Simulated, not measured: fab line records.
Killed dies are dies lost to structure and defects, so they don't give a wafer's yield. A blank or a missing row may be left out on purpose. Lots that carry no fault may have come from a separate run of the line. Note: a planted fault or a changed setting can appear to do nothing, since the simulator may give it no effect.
Check for tools in common | flow gf180mcu | Lots sampled 12, wafers sampled 36

== WHY IT WAS OPENED ==
On 2 of the 12 lots, a flag is raised at GF_M1_CD_MEAS_14 on the reading cd nm. Wafers without a fault read 230.1 nm, standard deviation 1.1.
Rule: a lot is flagged when every wafer of it that has a number lies more than 4 standard deviations from that mean, or none has a number. The other lots count as sound.

lot  | measured     | on        | cd nm (nm), wafer by wafer | flag
L491 | day 17 01:43 | cd sem-01 | 229.3 228.7 229.7          |
L492 | day 17 07:19 | cd sem-02 | 230.9 230.7 229.9          |
L493 | day 17 18:02 | cd sem-01 | 230.2 230.0 230.5          |
L495 | day 18 14:38 | cd sem-02 | 231.3 230.4 231.1          |
L497 | day 19 09:50 | cd sem-02 | 230.6 231.1 231.2          |
L498 | day 19 23:02 | cd sem-01 | 229.6 231.3 229.9          |
L499 | day 20 06:21 | cd sem-02 | 228.7 227.7 228.0          |
L501 | day 21 03:23 | cd sem-02 | 230.3 229.6 229.5          |
L506 | day 22 16:25 | cd sem-01 | 220.7 218.3 219.9          | FLAGGED
L508 | day 23 09:48 | cd sem-02 | 222.1 219.9 222.0          | FLAGGED
L510 | day 24 00:12 | cd sem-01 | 229.9 230.0 229.5          |
L514 | day 25 04:44 | cd sem-02 | 229.6 229.6 229.0          |
On average the flagged lots' numbers are 220.5 nm, which is -9.6 nm against the usual, or -9 standard deviations.

== LOT BY LOT: THE TOOL USED ==
The record holds 2 process steps before the reading, out of a route of 602 steps. Read each cell as the tool, then ch plus the chambers that the sampled wafers visited, then the start.
lot  | flag    | GF_M1_SPUTTER_02             | GF_M1_EXPOSE_11
L491 |         | pvd sputter-03, day 16 03:18 | krf scanner-01 ch 0, day 16 14:34
L492 |         | pvd sputter-01, day 16 08:30 | krf scanner-01 ch 0, day 16 20:16
L493 |         | pvd sputter-01, day 16 19:06 | krf scanner-01 ch 0, day 17 06:25
L495 |         | pvd sputter-03, day 17 15:02 | krf scanner-01 ch 0, day 18 02:53
L497 |         | pvd sputter-03, day 18 08:50 | krf scanner-02 ch 0, day 18 21:18
L498 |         | pvd sputter-01, day 18 23:11 | krf scanner-02 ch 0, day 19 11:26
L499 |         | pvd sputter-04, day 19 06:11 | krf scanner-01 ch 0, day 19 18:31
L501 |         | pvd sputter-04, day 20 03:26 | krf scanner-02 ch 0, day 20 15:35
L506 | FLAGGED | pvd sputter-01, day 21 17:19 | krf scanner-01 ch 0, day 22 05:14
L508 | FLAGGED | pvd sputter-01, day 22 10:11 | krf scanner-01 ch 0, day 22 22:07
L510 |         | pvd sputter-01, day 23 02:11 | krf scanner-02 ch 0, day 23 13:27
L514 |         | pvd sputter-03, day 24 06:48 | krf scanner-02 ch 0, day 24 18:04
What is done by these steps:
- GF_M1_SPUTTER_02: material AlCu, target thk 450 nm, time 23.9 s.
- GF_M1_EXPOSE_11: exposes mask Metal1, target cd 230 nm.
- GF_M1_CD_MEAS_14: target cd 230 nm.

== FLAGGED AGAINST TOTAL, ONE TOOL AT A TIME (gauges that did the reading follow at the end) ==
step             | tool           | lots run | flagged | share of the flagged lots | sound lots run after its first flagged lot
GF_M1_SPUTTER_02 | pvd sputter-01 | 6        | 2       | all                       | 1 (L510)
GF_M1_SPUTTER_02 | pvd sputter-03 | 4        | 0       | none                      | -
GF_M1_SPUTTER_02 | pvd sputter-04 | 2        | 0       | none                      | -
GF_M1_EXPOSE_11  | krf scanner-01 | 7        | 2       | all                       | 0
GF_M1_EXPOSE_11  | krf scanner-02 | 5        | 0       | none                      | -
GF_M1_CD_MEAS_14 | cd sem-01      | 5        | 1       | some                      | 1 (L510)
GF_M1_CD_MEAS_14 | cd sem-02      | 7        | 1       | some                      | 1 (L514)

== THE TABLE: WHAT IT ALLOWS ==
In 2 table rows, all flagged lots were run: pvd sputter-01 (GF_M1_SPUTTER_02), krf scanner-01 (GF_M1_EXPOSE_11).
- pvd sputter-01 at GF_M1_SPUTTER_02 ran 6 lots, 2 of them flagged. Lots that were sound ran on it after the first flagged one (L510); a persistent fault on the entire tool would not allow that.
- krf scanner-01 at GF_M1_EXPOSE_11 ran 7 lots, 2 of them flagged. It ran its last sound lot, L499, at day 19 18:31 and its first flagged lot, L506, at day 22 05:14: a fault with its onset between the two fits. Its own readings lie more than 4 standard deviations out on every wafer of the flagged lots: exposure dose mJ cm2.
What remains is a single tool, krf scanner-01 at GF_M1_EXPOSE_11.

== WHAT THE SIMULATOR HAD INSERTED ==
Process parameter drift: krf scanner-01, from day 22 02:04 on, at GF_M1_EXPOSE_11. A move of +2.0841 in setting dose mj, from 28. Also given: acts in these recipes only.
Lots struck among those shown: L506, L508. The rule given above showed the same thing.
